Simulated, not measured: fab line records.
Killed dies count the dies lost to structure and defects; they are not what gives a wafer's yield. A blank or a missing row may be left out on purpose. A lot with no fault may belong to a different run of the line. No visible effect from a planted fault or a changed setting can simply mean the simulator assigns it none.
Matching of chambers + flow gf180mcu + cmp-01 running GF_V3_CMP_26: 4 sister chambers
The step polishes, stops on SiO2, t overpolish 15 s, target thk 0 nm. 4 wafers are shown with their chamber, then 10 later ones without.

== WAFERS, EACH WITH ITS CHAMBER ==
| wafer  | chamber | motor_current_A (A) |
|--------|---------|---------------------|
| L911.2 | 1       | 11.8                |
| L917.5 | 0       | 11.5                |
| L920.1 | 3       | 9.6                 |
| L920.4 | 2       | 11.4                |

== WAFERS WITH NO CHAMBER GIVEN ==
| wafer  | motor_current_A (A) |
|--------|---------------------|
| L920.5 | 10.9                |
| L926.1 | 9.7                 |
| L926.2 | 11.5                |
| L926.6 | 11.6                |
| L928.1 | 9.4                 |
| L928.4 | 10.6                |
| L928.6 | 11.9                |
| L929.1 | 11.2                |
| L929.4 | 8.9                 |
| L929.6 | 11.0                |

== WHICH CHAMBER EACH ONE RAN IN ==
| wafer  | from the rows above               | in truth |
|--------|-----------------------------------|----------|
| L920.5 | can't be placed: 2 or 0 or 1 or 3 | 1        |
| L926.1 | 3                                 | 3        |
| L926.2 | can't be placed: 0 or 2 or 1      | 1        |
| L926.6 | can't be placed: 0 or 2 or 1      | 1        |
| L928.1 | 3                                 | 3        |
| L928.4 | can't be placed: 2 or 0 or 3 or 1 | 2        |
| L928.6 | can't be placed: 1 or 0 or 2      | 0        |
| L929.1 | can't be placed: 2 or 0 or 1      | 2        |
| L929.4 | 3                                 | 3        |
| L929.6 | can't be placed: 2 or 0 or 1      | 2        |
Correct placement for 3 of the 10. Not placeable from these rows: 7 (in 7, the candidates include the true chamber). Number placed wrongly: 0.
How it was worked out, from the rows above alone: a wafer's distance from a chamber is the root of the sum, over the readings, of the square of ((its reading less the chamber's mean) divided by the reading's scatter). The wafer belongs to the nearest chamber; if the next one is less than 2 further off, it can't be placed. The mean given for a chamber averages the wafers shown for that chamber. The scatter: with one shown wafer a chamber, the root of the mean of the squares of how far each hidden wafer lies from its nearest shown one.
